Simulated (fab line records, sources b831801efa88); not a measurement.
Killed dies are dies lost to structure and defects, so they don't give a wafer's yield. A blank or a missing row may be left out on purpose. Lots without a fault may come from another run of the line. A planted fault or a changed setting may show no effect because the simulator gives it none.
fab line records | flow gf180mcu
record lots=5 wafers=15 last_day=33
route steps=602 shown DUAL_GATE@148 POLY_GATE@157
lots that met no fault: from a run of the same line without faults
start_h: hours from the record's first day to the start of the lot's first wafer shown | wait_h: hours since the lot's step before | " the same as in the row above | L1.1+2: a row that stands for several wafers | - no value, or no start given | * or withheld: withheld | < > ~ a bound
route shown NAME@n: a module of which the file shows steps, and the number in the route of the first | usual: mean/standard deviation of fault-free wafers | same: alike in all rows | chamber/n: place in a boat | sites: the reading at each site | _std_site: their standard deviation | _edge_site: outer sites' mean less inner sites' | radius_mm: how far each site lies from the wafer's centre | mask NAME#n: copy n | behind: the tool/chamber that last shaped the wafer | hold: why the lot was held/for how many hours/how that ended | device: the transistor (n, p or np) that didn't switch | end of line: the same wafers' tests at the end of the route | a step without rows: its recipe alone | killed: dies lost to structure and defects at the first sort, not the wafer's yield | map: a wafer's dies, x killed, . not, _ none there
set.NAME: the setting as run; set.NAME@STEP: as run at that earlier step | model.NAME: the simulator's own value behind a step, which no gauge read
lots at some steps of the route; a table a step, a row a wafer
services: from which hour (start_h, from the record's first day; less than 0 if before it) a tool's chamber was out of use, for how many hours, and why
## steps
# step GF_DUAL_GATE_SOFTBAKE_07
# recipe temp_c=90 time_s=60 resist=NOVOLAK
# usual resist_line_temp_C=22.97/0.12
# columns lot.wafer tool chamber start_h wait_h resist_line_temp_C
L075.2 litho_track-03 0 173.15 0.1 23.06
L075.4 " 0 " " 22.81
L075.5 " 0 " " 23.04
L079.4 litho_track-02 0 204.03 0.1 23.02
L079.5 " 0 " " 23.10
L079.6 " 0 " " 23.13
L091.2 litho_track-01 0 285.60 0.1 23.01
L091.5 " 0 " " 22.93
L091.6 " 0 " " 23.00
L093.1 litho_track-01 0 297.63 0.1 23.01
L093.4 " 0 " " 23.19
L093.5 " 0 " " 23.04
L094.1 litho_track-02 0 304.41 0.1 22.89
L094.2 " 0 " " 23.01
L094.3 " 0 " " 22.95
# step GF_DUAL_GATE_EXPOSE_08
# recipe mask_id=Dualgate target_cd_nm=700 na=0.6 source_shape=conventional sigma_outer=0.6 dose_mj=140
# columns lot.wafer tool chamber start_h wait_h mask
L075.2+4+5 iline_stepper-02 0 - - Dualgate#0
L079.4+5+6 iline_stepper-01 0 - - Dualgate#0
L091.2+5+6 iline_stepper-01 0 - - Dualgate#0
L093.1+4+5 iline_stepper-01 0 - - Dualgate#0
L094.1+2+3 iline_stepper-02 0 - - Dualgate#0
# step GF_DUAL_GATE_PEB_09
# recipe temp_c=withheld time_s=* resist=NOVOLAK
# usual resist_line_temp_C=*
# columns lot.wafer tool chamber start_h wait_h resist_line_temp_C
L075.2 litho_track-03 0 - - *
L075.4 " 0 " " *
L075.5 " 0 " " *
L079.4 litho_track-03 0 - - *
L079.5 " 0 " " *
L079.6 " 0 " " *
L091.2 litho_track-02 0 - - *
L091.5 " 0 " " *
L091.6 " 0 " " *
L093.1 litho_track-03 0 - - *
L093.4 " 0 " " *
L093.5 " 0 " " *
L094.1 litho_track-01 0 - - *
L094.2 " 0 " " *
L094.3 " 0 " " *
# step GF_DUAL_GATE_DEVELOP_10
# recipe develop_time_s=60 dev_temp_c=23
# usual resist_line_temp_C=23.02/0.096
# columns lot.wafer tool chamber start_h wait_h resist_line_temp_C
L075.2 litho_track-03 0 181.95 0.1 22.98
L075.4 " 0 " " 22.92
L075.5 " 0 " " 22.88
L079.4 litho_track-03 0 212.05 0.1 22.86
L079.5 " 0 " " 23.06
L079.6 " 0 " " 22.83
L091.2 litho_track-02 0 295.53 0.1 22.95
L091.5 " 0 " " 22.97
L091.6 " 0 " " 23.09
L093.1 litho_track-03 0 307.48 0.1 23.10
L093.4 " 0 " " 23.17
L093.5 " 0 " " 23.16
L094.1 litho_track-01 0 314.07 0.1 22.98
L094.2 " 0 " " 22.97
L094.3 " 0 " " 23.03
# step GF_DUAL_GATE_OVL_MEAS_11
# usual DUAL_GATE_OVL=-1.1/1.4
# columns lot.wafer tool chamber start_h wait_h DUAL_GATE_OVL[nm]
L075.2 overlay-02 - 182.09 0.1 -2.4
L075.4 " - " " -1.7
L075.5 " - " " -1.2
L079.4 overlay-01 - 212.15 0.1 -3.1
L079.5 " - " " -2.5
L079.6 " - " " -3.9
L091.2 overlay-01 - 295.66 0.1 -0.6
L091.5 " - " " -1.8
L091.6 " - " " -1.2
L093.1 overlay-01 - 307.63 0.1 -1.7
L093.4 " - " " -2.1
L093.5 " - " " -1.8
L094.1 overlay-01 - 314.22 0.1 -2.6
L094.2 " - " " -0.4
L094.3 " - " " -1.5
# step GF_DUAL_GATE_WET_ETCH_12
# recipe chemistry=dHF target_depth_nm=13 dry=n2_spin target=SiO2 temp_c=25 dilution=100:1 time_s=260
# usual bath_heat_duty_pct=5.9/0.78
# columns lot.wafer tool chamber start_h wait_h bath_heat_duty_pct
L075.2 wet_bench-04 3 182.12 0.0 4.9
L075.4 " 3 " " 5.0
L075.5 " 3 " " 5.0
L079.4 wet_bench-04 2 212.17 0.0 5.3
L079.5 " 2 " " 6.4
L079.6 " 2 " " 5.9
L091.2 wet_bench-03 1 295.69 0.0 6.2
L091.5 " 1 " " 7.0
L091.6 " 1 " " 5.5
L093.1 wet_bench-04 3 307.82 0.2 5.3
L093.4 " 3 " " 4.8
L093.5 " 3 " " 4.2
L094.1 wet_bench-01 3 314.26 0.0 7.2
L094.2 " 3 " " 7.1
L094.3 " 3 " " 7.1
# step GF_DUAL_GATE_STRIP_13
# recipe chemistry=O2/N2 power_w=1400 pressure_mtorr=1500 platen_temp_c=250 o2_flow_sccm=3000 n2_flow_sccm=300 overash_fraction=0.5
# usual drypump_motor_current_A=5.9/0.44 heater_power_w=341/42 oes_product_au=0.716/0.0044 strip_time_to_endpoint_s=12.62/0.038
# columns lot.wafer tool chamber start_h wait_h drypump_motor_current_A heater_power_w oes_product_au rf_hours_counter_h strip_time_to_endpoint_s
L075.2 plasma_asher-01 1 182.20 0.0 6.1 381 0.719 54 12.68
L075.4 " 0 " " 5.3 283 0.717 - 12.65
L075.5 " 1 " " 6.1 380 0.710 - 12.65
L079.4 plasma_asher-03 0 212.28 0.0 6.6 320 0.709 - 12.59
L079.5 " 1 " " 6.5 366 0.711 - 12.54
L079.6 " 0 " " 6.6 318 0.715 - 12.52
L091.2 plasma_asher-01 0 295.77 0.0 5.3 291 0.713 66 12.72
L091.5 " 1 " " 6.1 383 0.714 - 12.70
L091.6 " 0 " " 5.3 280 0.714 - 12.73
L093.1 plasma_asher-01 1 307.90 0.0 6.1 381 0.719 67 12.67
L093.4 " 1 " " 6.1 372 0.710 - 12.65
L093.5 " 0 " " 5.3 281 0.709 - 12.61
L094.1 plasma_asher-01 0 314.34 0.0 5.3 282 0.712 68 12.61
L094.2 " 1 " " 6.1 385 0.726 68 12.61
L094.3 " 1 " " 6.0 387 0.716 - 12.62
# step GF_DUAL_GATE_CLEAN_14
# recipe chemistry=SC1/SC2 mix=1:4:20 temp_c=70 time_s=150 dry=n2_spin
# usual bath_heat_duty_pct=13.0/1.1
# columns lot.wafer tool chamber start_h wait_h bath_heat_duty_pct
L075.2 wet_bench-03 3 182.30 0.1 12.2
L075.4 " 3 " " 13.5
L075.5 " 3 " " 12.6
L079.4 wet_bench-03 0 212.35 0.0 15.3
L079.5 " 0 " " 14.7
L079.6 " 0 " " 14.2
L091.2 wet_bench-01 0 295.87 0.1 12.6
L091.5 " 0 " " 12.8
L091.6 " 0 " " 13.1
L093.1 wet_bench-01 0 308.00 0.1 12.5
L093.4 " 0 " " 12.3
L093.5 " 0 " " 12.9
L094.1 wet_bench-04 2 314.44 0.1 12.6
L094.2 " 2 " " 11.5
L094.3 " 2 " " 12.0
# step GF_DUAL_GATE_OXIDATION_15
# recipe temp_c=850 ambient=O2 stabilise_s=600 purge_s=300 target_thk_a=70.98 ox_time_s=1995
# usual zone_power_upper_pct=14.9/0.91
# same purge_s=300
# columns lot.wafer tool chamber start_h wait_h zone_power_upper_pct
L075.2 furnace-02 0 182.35 0.0 13.6
L075.4 " 0 " " 13.6
L075.5 " 0 " " 13.6
L079.4 furnace-02 0 212.64 0.2 13.6
L079.5 " 0 " " 13.6
L079.6 " 0 " " 13.8
L091.2 furnace-01 0 297.21 1.3 15.5
L091.5 " 0 " " 15.6
L091.6 " 0 " " 15.7
L093.1 furnace-01 0 308.41 0.4 15.4
L093.4 " 0 " " 15.7
L093.5 " 0 " " 15.7
L094.1 furnace-02 0 315.19 0.7 13.7
L094.2 " 0 " " 13.8
L094.3 " 0 " " 13.8
# step GF_POLY_GATE_CVD_00
# recipe material=poly-Si target_thk_nm=200 temp_c=620 time_s=1200 pressure_mtorr=200
# usual zone_power_upper_pct=9.5/0.97
# columns lot.wafer tool chamber start_h wait_h zone_power_upper_pct
L075.2 lpcvd-01 0 183.90 0.0 10.9
L075.4 " 0 " " 11.0
L075.5 " 0 " " 11.0
L079.4 lpcvd-02 0 214.20 0.0 9.2
L079.5 " 0 " " 9.0
L079.6 " 0 " " 9.3
L091.2 lpcvd-01 1 298.76 0.0 8.9
L091.5 " 1 " " 8.9
L091.6 " 1 " " 9.0
L093.1 lpcvd-02 1 310.24 0.3 8.6
L093.4 " 1 " " 8.5
L093.5 " 1 " " 8.5
L094.1 lpcvd-01 1 316.74 0.0 8.8
L094.2 " 1 " " 8.8
L094.3 " 1 " " 8.9
# step GF_POLY_GATE_THK_MEAS_01
# recipe reads=poly-Si_of_POLY_GATE_CVD_00
# usual POLY_GATE_CVD_00_THK=201.4/2
# columns lot.wafer tool chamber start_h wait_h POLY_GATE_CVD_00_THK[nm]
L075.2 film_metro-04 - 185.24 0.0 203.7
L075.4 " - " " 204.5
L075.5 " - " " 204.3
L079.4 film_metro-01 - 215.56 0.0 200.5
L079.5 " - " " 200.5
L079.6 " - " " 200.0
L091.2 film_metro-01 - 300.11 0.0 201.9
L091.5 " - " " 201.6
L091.6 " - " " 202.4
L093.1 film_metro-01 - 312.24 0.0 201.5
L093.4 " - " " 199.9
L093.5 " - " " 201.8
L094.1 film_metro-04 - 318.07 0.0 203.0
L094.2 " - " " 203.7
L094.3 " - " " 202.7
# step GF_POLY_GATE_DEHYDRATE_02
# recipe temp_c=200 time_s=60
# usual resist_line_temp_C=22.98/0.12
# columns lot.wafer tool chamber start_h wait_h resist_line_temp_C
L075.2 litho_track-01 0 192.60 7.3 22.90
L075.4 " 0 " " 22.89
L075.5 " 0 " " 22.87
L079.4 litho_track-01 0 223.40 7.8 22.88
L079.5 " 0 " " 22.79
L079.6 " 0 " " 22.87
L091.2 litho_track-04 0 309.78 9.7 23.16
L091.5 " 0 " " 23.05
L091.6 " 0 " " 22.96
L093.1 litho_track-01 0 321.87 9.6 22.86
L093.4 " 0 " " 22.85
L093.5 " 0 " " 23.04
L094.1 litho_track-02 0 328.01 9.9 23.06
L094.2 " 0 " " 22.90
L094.3 " 0 " " 22.96
# step GF_POLY_GATE_HMDS_03
# recipe prime_time_s=60 prime_temp_c=120
# usual resist_line_temp_C=23.00/0.11
# columns lot.wafer tool chamber start_h wait_h resist_line_temp_C
L075.2 litho_track-01 0 192.75 0.1 23.00
L075.4 " 0 " " 22.94
L075.5 " 0 " " 22.92
L079.4 litho_track-01 0 223.55 0.1 23.14
L079.5 " 0 " " 23.10
L079.6 " 0 " " 23.10
L091.2 litho_track-04 0 309.93 0.1 23.00
L091.5 " 0 " " 23.09
L091.6 " 0 " " 23.05
L093.1 litho_track-01 0 322.02 0.1 22.97
L093.4 " 0 " " 22.86
L093.5 " 0 " " 22.93
L094.1 litho_track-02 0 328.16 0.1 23.12
L094.2 " 0 " " 23.13
L094.3 " 0 " " 22.92
# step GF_POLY_GATE_COAT_04
# recipe resist=BARC temp_c=withheld time_s=withheld spin_rpm=withheld resist_thk_nm=withheld
# usual resist_line_temp_C=*
# columns lot.wafer tool chamber start_h wait_h resist_line_temp_C
L075.2 litho_track-01 0 192.90 0.1 *
L075.4 " 0 " " *
L075.5 " 0 " " *
L079.4 litho_track-01 0 223.70 0.1 *
L079.5 " 0 " " *
L079.6 " 0 " " *
L091.2 litho_track-04 0 310.08 0.1 *
L091.5 " 0 " " *
L091.6 " 0 " " *
L093.1 litho_track-01 0 322.17 0.1 *
L093.4 " 0 " " *
L093.5 " 0 " " *
L094.1 litho_track-02 0 328.31 0.1 *
L094.2 " 0 " " *
L094.3 " 0 " " *
# step GF_POLY_GATE_COAT_05
# recipe resist=KrF spin_rpm=withheld resist_thk_nm=700
# usual resist_line_temp_C=22.99/0.11
# columns lot.wafer tool chamber start_h wait_h resist_line_temp_C
L075.2 litho_track-01 0 - - 22.90
L075.4 " 0 " " 22.87
L075.5 " 0 " " 22.90
L079.4 litho_track-01 0 - - 22.83
L079.5 " 0 " " 22.84
L079.6 " 0 " " 22.89
L091.2 litho_track-04 0 - - 22.92
L091.5 " 0 " " 22.98
L091.6 " 0 " " 22.84
L093.1 litho_track-01 0 - - 22.92
L093.4 " 0 " " 23.08
L093.5 " 0 " " 23.11
L094.1 litho_track-02 0 - - 23.03
L094.2 " 0 " " 23.08
L094.3 " 0 " " 23.06
# step GF_POLY_GATE_SOFTBAKE_06
# recipe temp_c=130 time_s=60 resist=KrF
# usual resist_line_temp_C=23.01/0.11
# columns lot.wafer tool chamber start_h wait_h resist_line_temp_C
L075.2 litho_track-01 0 - - 23.02
L075.4 " 0 " " 22.81
L075.5 " 0 " " 22.92
L079.4 litho_track-01 0 - - 23.06
L079.5 " 0 " " 23.09
L079.6 " 0 " " 23.04
L091.2 litho_track-04 0 - - 23.16
L091.5 " 0 " " 23.17
L091.6 " 0 " " 23.03
L093.1 litho_track-01 0 - - 22.94
L093.4 " 0 " " 23.09
L093.5 " 0 " " 22.97
L094.1 litho_track-02 0 - - 23.11
L094.2 " 0 " " 23.06
L094.3 " 0 " " 23.02
# step GF_POLY_GATE_EXPOSE_07
# recipe mask_id=Poly2 target_cd_nm=280 na=0.68 source_shape=conventional sigma_outer=0.6 dose_mj=28
# columns lot.wafer tool chamber start_h wait_h mask
L075.2+4+5 krf_scanner-02 0 - - Poly2#0
L079.4+5+6 krf_scanner-01 0 - - Poly2#0
L091.2+5+6 krf_scanner-02 0 - - Poly2#0
L093.1+4+5 krf_scanner-02 0 - - Poly2#0
L094.1+2+3 krf_scanner-02 0 - - Poly2#0
## services
# columns tool chamber start_h hours kind
krf_scanner-01 - 149.61 0.4 repair
krf_scanner-01 - 153.54 0.8 pm
plasma_asher-03 - 160.63 4.0 repair
krf_scanner-02 - 183.57 1.3 pm
iline_stepper-02 - 190.87 1.5 repair
furnace-01 - 197.29 7.1 repair
lpcvd-01 - 204.03 0.3 repair
lpcvd-01 - 204.66 0.4 repair
furnace-01 - 212.53 2.7 pm
furnace-02 - 219.32 4.0 pm
wet_bench-03 - 219.63 1.9 pm
wet_bench-01 - 220.05 0.7 repair
iline_stepper-01 - 225.82 1.7 pm
furnace-02 - 228.06 3.1 pm
furnace-02 - 249.13 17.2 repair
iline_stepper-02 - 249.36 1.7 pm
plasma_asher-01 - 267.88 6.8 repair
furnace-01 - 270.02 3.5 pm
krf_scanner-02 - 279.83 1.0 pm
krf_scanner-02 - 281.32 0.8 pm
lpcvd-01 - 290.34 0.3 repair
furnace-02 - 294.32 8.8 pm
lpcvd-01 - 296.20 1.0 repair
iline_stepper-01 - 317.27 2.1 pm
## key
fault none
